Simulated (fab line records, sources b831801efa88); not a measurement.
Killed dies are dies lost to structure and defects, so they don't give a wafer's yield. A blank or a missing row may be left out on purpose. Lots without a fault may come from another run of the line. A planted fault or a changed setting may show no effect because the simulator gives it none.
Which tool did it? | flow gf180mcu | 13 lots, 38 wafers sampled, at 5 steps of a route of 602

WHAT THE GAUGES READ, wafer by wafer
GF_V5_THK_MEAS_03. Usual: V5_CVD_02_THK 1451 nm, standard deviation 18.
lot  | measured     | on            | V5_CVD_02_THK (nm) | flag
L277 | day 26 02:43 | film_metro-04 | 1429 1451 1467     |
L278 | day 26 12:41 | film_metro-01 | 1451 1464 1450     |
L279 | day 27 04:41 | film_metro-01 | 1444 1466 1448     |
L280 | day 27 14:30 | film_metro-02 | 1449 1462 1467     |
L281 | day 27 15:18 | film_metro-01 | 1411 1444 1452     |
L286 | day 29 01:04 | film_metro-04 | 939 947 939 948    | OFF
L292 | day 31 00:59 | film_metro-04 | 1442 1440 1455     |
L295 | day 31 13:16 | film_metro-01 | 1433 1439 1465     |
L296 | day 31 20:45 | film_metro-01 | 1437 1450 1449     |
L297 | day 32 01:20 | film_metro-02 | 1434 1444 1472     |
L298 | day 32 10:02 | film_metro-01 | 1437 1473 1478     |
L299 | day 32 16:48 | film_metro-02 | 1444 1489 1477     |
L300 | day 32 18:14 | film_metro-04 | 1441 1441 1460     |

GF_V5_OVL_MEAS_15. Usual: V5_OVL 0 nm, standard deviation 4.
lot  | measured     | on         | V5_OVL (nm) | flag
L277 | day 27 00:04 | overlay-01 | -4 1 -3     |
L278 | day 27 09:31 | overlay-02 | -4 -5 -6    |
L279 | day 28 01:04 | overlay-01 | 3 0 5       |
L280 | day 28 10:15 | overlay-01 | -1 8 6      |
L281 | day 28 11:13 | overlay-02 | -3 -3 -6    |
L286 | day 29 20:12 | overlay-01 | 3 -2        |
L292 | day 31 18:22 | overlay-02 | 2 1 4       |
L295 | day 32 06:52 | overlay-01 | 2 3 4       |
L296 | day 32 13:55 | overlay-01 | 4 7 5       |
L297 | day 32 17:58 | overlay-01 | 1 -6 4      |
L298 | day 33 03:15 | overlay-01 | 1 -6 5      |
L299 | day 33 08:57 | overlay-01 | 6 3 2       |
L300 | day 33 10:48 | overlay-01 | -2 -5 -2    |

WHICH TOOL RAN EACH LOT (tool, then ch and the chambers of the sampled wafers, then the start)
lot  | GF_MIM_SPUTTER_00            | GF_MIM_SPUTTER_04            | GF_V5_CVD_02
L277 | pvd_sputter-03, day 24 05:38 | pvd_sputter-03, day 24 05:49 | pecvd-04 ch 0,1, day 26 02:32
L278 | pvd_sputter-03, day 24 15:46 | pvd_sputter-03, day 24 15:56 | pecvd-04 ch 0,2, day 26 12:31
L279 | pvd_sputter-03, day 25 09:28 | pvd_sputter-03, day 25 09:38 | pecvd-01 ch 0,2, day 27 04:25
L280 | pvd_sputter-03, day 25 18:43 | pvd_sputter-03, day 25 18:53 | pecvd-02 ch 0,2, day 27 14:23
L281 | pvd_sputter-03, day 25 21:06 | pvd_sputter-03, day 25 21:17 | pecvd-04 ch 1,2, day 27 15:11
L286 | pvd_sputter-03, day 27 08:36 | pvd_sputter-03, day 27 08:47 | pecvd-02 ch 0,2, day 29 00:54
L292 | pvd_sputter-01, day 29 09:52 | pvd_sputter-01, day 29 10:02 | pecvd-01 ch 1,2, day 31 00:52
L295 | pvd_sputter-01, day 29 23:02 | pvd_sputter-01, day 29 23:13 | pecvd-04 ch 1,2, day 31 13:08
L296 | pvd_sputter-03, day 30 07:45 | pvd_sputter-03, day 30 07:56 | pecvd-04 ch 1,2, day 31 20:38
L297 | pvd_sputter-04, day 30 12:19 | pvd_sputter-04, day 30 12:29 | pecvd-01 ch 0,1, day 32 01:13
L298 | pvd_sputter-01, day 30 22:03 | pvd_sputter-01, day 30 22:14 | pecvd-04 ch 0,1, day 32 09:56
L299 | pvd_sputter-01, day 31 05:40 | pvd_sputter-01, day 31 05:50 | pecvd-04 ch 0,1,2, day 32 16:41
L300 | pvd_sputter-03, day 31 07:10 | pvd_sputter-03, day 31 07:20 | pecvd-01 ch 0,1,2, day 32 18:07
- GF_MIM_SPUTTER_00: material Ti, target thk 37.5 nm, time 150 s.
- GF_MIM_SPUTTER_04: material TiN, target thk 50 nm, time 41.7 s.
- GF_V5_CVD_02: deposits SiO2 from TEOS, target thk 1450 nm, time 163.28 s.

WHAT THE TOOLS THEMSELVES READ (means of the sampled wafers that have a number; where no wafer has one, the mark that the record gives instead)
GF_MIM_SPUTTER_00. Usual: substrate_temp_c 200.00 C, standard deviation 0.18; throttle_valve_pct 29.7 %, standard deviation 0.87.
lot  | tool           | substrate_temp_c (C) | throttle_valve_pct (%) | flag
L277 | pvd_sputter-03 | 199.73               | 29.4                   |
L278 | pvd_sputter-03 | 199.97               | 30.8                   |
L279 | pvd_sputter-03 | 200.14               | 30.0                   |
L280 | pvd_sputter-03 | 200.02               | 29.3                   |
L281 | pvd_sputter-03 | 199.89               | 29.8                   |
L286 | pvd_sputter-03 | 199.88               | 30.0                   |
L292 | pvd_sputter-01 | 200.02               | 28.9                   |
L295 | pvd_sputter-01 | 200.21               | 29.6                   |
L296 | pvd_sputter-03 | 200.01               | 29.7                   |
L297 | pvd_sputter-04 | 199.99               | 29.4                   |
L298 | pvd_sputter-01 | 199.92               | 28.9                   |
L299 | pvd_sputter-01 | 199.92               | 29.7                   |
L300 | pvd_sputter-03 | 200.20               | 29.5                   |

GF_MIM_SPUTTER_04. Usual: throttle_valve_pct 29.7 %, standard deviation 0.91.
lot  | tool           | throttle_valve_pct (%) | flag
L277 | pvd_sputter-03 | 29.4                   |
L278 | pvd_sputter-03 | 30.7                   |
L279 | pvd_sputter-03 | 29.9                   |
L280 | pvd_sputter-03 | 29.4                   |
L281 | pvd_sputter-03 | 29.8                   |
L286 | pvd_sputter-03 | 30.5                   |
L292 | pvd_sputter-01 | 28.9                   |
L295 | pvd_sputter-01 | 29.4                   |
L296 | pvd_sputter-03 | 29.8                   |
L297 | pvd_sputter-04 | 29.6                   |
L298 | pvd_sputter-01 | 28.9                   |
L299 | pvd_sputter-01 | 29.6                   |
L300 | pvd_sputter-03 | 29.5                   |

GF_V5_CVD_02. Usual: heater_power_outer_w 376 W, standard deviation 83; heater_power_w 681 W, standard deviation 140.
lot  | tool     | heater_power_outer_w (W) | heater_power_w (W) | flag
L277 | pecvd-04 | 360                      | 603                |
L278 | pecvd-04 | 374                      | 677                |
L279 | pecvd-01 | 278                      | 545                |
L280 | pecvd-02 | 371                      | 662                |
L281 | pecvd-04 | 325                      | 561                |
L286 | pecvd-02 | 372                      | 683                |
L292 | pecvd-01 | 402                      | 745                |
L295 | pecvd-04 | 337                      | 571                |
L296 | pecvd-04 | 365                      | 638                |
L297 | pecvd-01 | 390                      | 714                |
L298 | pecvd-04 | 408                      | 712                |
L299 | pecvd-04 | 350                      | 642                |
L300 | pecvd-01 | 325                      | 626                |

THE ANSWER, worked out from the rows above alone
Rule: a lot is off if the mean of its wafers that have a number lies more than 3 standard deviations from the usual mean. A lot without any number at a reading at which 4 lots or more have one is off too. The other lots that the step has rows for count as sound. The gauges are gone through in route order, then the tools' own readings, and for those a lot's mean is taken as printed above. The first step at which some lot is off is used, and at that step the reading that is off furthest; a lot without a number counts as furthest.
Off: L286, at GF_V5_THK_MEAS_03 (V5_CVD_02_THK).
A tool fits if, at a process step before that reading, it ran every lot that is off, and no sound lot after the first of them. The gauges at GF_V5_THK_MEAS_03 are tried like those tools. One fits: pecvd-02 at GF_V5_CVD_02. Its last sound lot is L280 (day 27 14:23), its first lot that is off L286 (day 29 00:54): a fault that began between those two fits.

WHAT THE SIMULATOR HAD PUT IN
Process parameter drift: pecvd-02, from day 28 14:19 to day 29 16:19, at GF_V5_CVD_02. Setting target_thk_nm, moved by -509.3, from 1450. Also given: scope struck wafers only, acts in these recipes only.
Lots struck among those shown: L286. The rule above found the same.
